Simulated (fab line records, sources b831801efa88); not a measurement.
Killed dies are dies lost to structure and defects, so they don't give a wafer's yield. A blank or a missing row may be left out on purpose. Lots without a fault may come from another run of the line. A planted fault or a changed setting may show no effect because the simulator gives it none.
A struck lot beside a sound one | flow sky130 | 25 steps out of a route of 708
Sound: wafers L733.3, L733.4, L733.6. Struck: wafers L742.1, L742.4, L742.6. The cause comes at the end.
At each step with rows: each side's tool, then ch and its chambers, then its first start. Under that, the readings that differ: sound wafers | struck wafers | difference of the means | sigmas: that difference in standard deviations of wafers without a fault.
alike: readings whose means differ by less than 2 such deviations, and words and numbers that are the same on both sides. not compared: withheld readings, readings that some wafer has no value for, bounds like >300 that may hide the same value, and numbers for which the record gives no deviation and whose values overlap.
The two part at a step that has a row with sigmas, a row that says differs or no value, or rows on one side only. Numbers that don't overlap but have no deviation are shown without sigmas and don't part them. A reading that every wafer of one side lacks parts them only if that side has two wafers or more.

SKY_POLY_CUT_ETCH_11: etches Si3N4 in CF4/CH2F2/Ar, stops on poly-Si, time 42.5 s, target depth 60 nm.
  sound on rie_diel-02 ch 0,1,3, day 24 09:54; struck on rie_diel-01 ch 1,3, day 27 23:25
  alike: ch2f2_flow_sccm, drypump_motor_current_A, oes_product_au, throttle_valve_pct
  not compared: rf_hours_counter_h
SKY_POLY_CUT_STRIP_12: strips in O2/N2.
  sound on plasma_asher-02 ch 0,1, day 24 09:58; struck on plasma_asher-01 ch 0,1, day 27 23:28
  alike: chamber_pressure_mTorr, drypump_motor_current_A, oes_product_au, strip_time_to_endpoint_s
  not compared: rf_hours_counter_h
then, 7 steps without rows for these wafers: SKY_SD_P_DEHYDRATE_00 (time 60 s); SKY_SD_P_HMDS_01 (prime time 60 s); SKY_SD_P_COAT_02 (resist thk 1140 nm); SKY_SD_P_SOFTBAKE_03 (time 60 s); SKY_SD_P_EXPOSE_04 (exposes mask PSDM, target cd 380 nm); SKY_SD_P_PEB_05; SKY_SD_P_DEVELOP_06 (develop time 60 s).
SKY_SD_P_CD_MEAS_07: target cd 380 nm.
  sound on cd_sem-02, day 25 15:59; struck on cd_sem-01, day 29 03:51
  alike: cd_nm
SKY_SD_P_OVL_MEAS_08:
  sound on overlay-01, day 25 16:06; struck on overlay-02, day 29 03:58
  alike: SD_P_OVL
then, 1 step without rows for these wafers: SKY_SD_P_IMPLANT_09.
SKY_SD_P_STRIP_10: strips in O2/N2.
  sound on plasma_asher-03 ch 0,1, day 25 16:19; struck on plasma_asher-03 ch 0,1, day 29 04:10
  no value came back on the struck wafers for any of 5 readings (chamber_pressure_mTorr (mTorr), drypump_motor_current_A (A) and others); on the sound wafers chamber_pressure_mTorr (mTorr) reads 1499.0 1499.1 1500.1
  reading                                   | sound | struck         | difference | sigmas
  model.NOVOLAK_of_SD_P_COAT_02.thk_nm (nm) | 0 0 0 | 1143 1139 1140 | +1141      |
  not compared: rf_hours_counter_h
SKY_SD_P_TW_MEAS_11:
  sound on film_metro-01, day 25 16:23; struck on film_metro-04, day 29 04:16
  reading | sound          | struck         | difference | sigmas
  SD_P_TW | 2776 2786 2781 | 2845 2840 2854 | +65        | +3
then, 8 steps without rows for these wafers: SKY_RES_XHIGH_DEHYDRATE_00 (time 60 s); SKY_RES_XHIGH_HMDS_01 (prime time 60 s); SKY_RES_XHIGH_COAT_02 (resist thk 1140 nm); SKY_RES_XHIGH_SOFTBAKE_03 (time 60 s); SKY_RES_XHIGH_EXPOSE_04 (exposes mask URPM, target cd 1270 nm); SKY_RES_XHIGH_PEB_05; SKY_RES_XHIGH_DEVELOP_06 (develop time 60 s); SKY_RES_XHIGH_IMPLANT_07.
SKY_RES_XHIGH_STRIP_08: strips in O2/N2.
  sound on plasma_asher-04 ch 0,1, day 26 20:38; struck on plasma_asher-04 ch 0,1, day 30 07:42
  reading                      | sound             | struck            | difference | sigmas
  oes_product_au (a.u.)        | 0.709 0.716 0.706 | 0.724 0.721 0.721 | +0.012     | +3
  strip_time_to_endpoint_s (s) | 14.33 14.29 14.29 | 31.45 31.38 31.39 | +17.10     | +99 or more
  alike: chamber_pressure_mTorr, drypump_motor_current_A
  not compared: rf_hours_counter_h
SKY_RES_XHIGH_TW_MEAS_09:
  sound on film_metro-02, day 26 20:43; struck on film_metro-04, day 30 07:48
  reading      | sound          | struck   | difference | sigmas
  RES_XHIGH_TW | 1606 1607 1613 | 30 30 30 | -1579      | -99 or more
then, 1 step without rows for these wafers: SKY_SD_N_DEHYDRATE_00 (time 60 s).

WHERE THEY PART
First at SKY_SD_P_STRIP_10; last, within this record, at SKY_RES_XHIGH_TW_MEAS_09.

WHY: what the simulator had put in
Skipped step whole: plasma_asher-03, from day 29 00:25 on, at SKY_SD_P_STRIP_10. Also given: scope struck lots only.
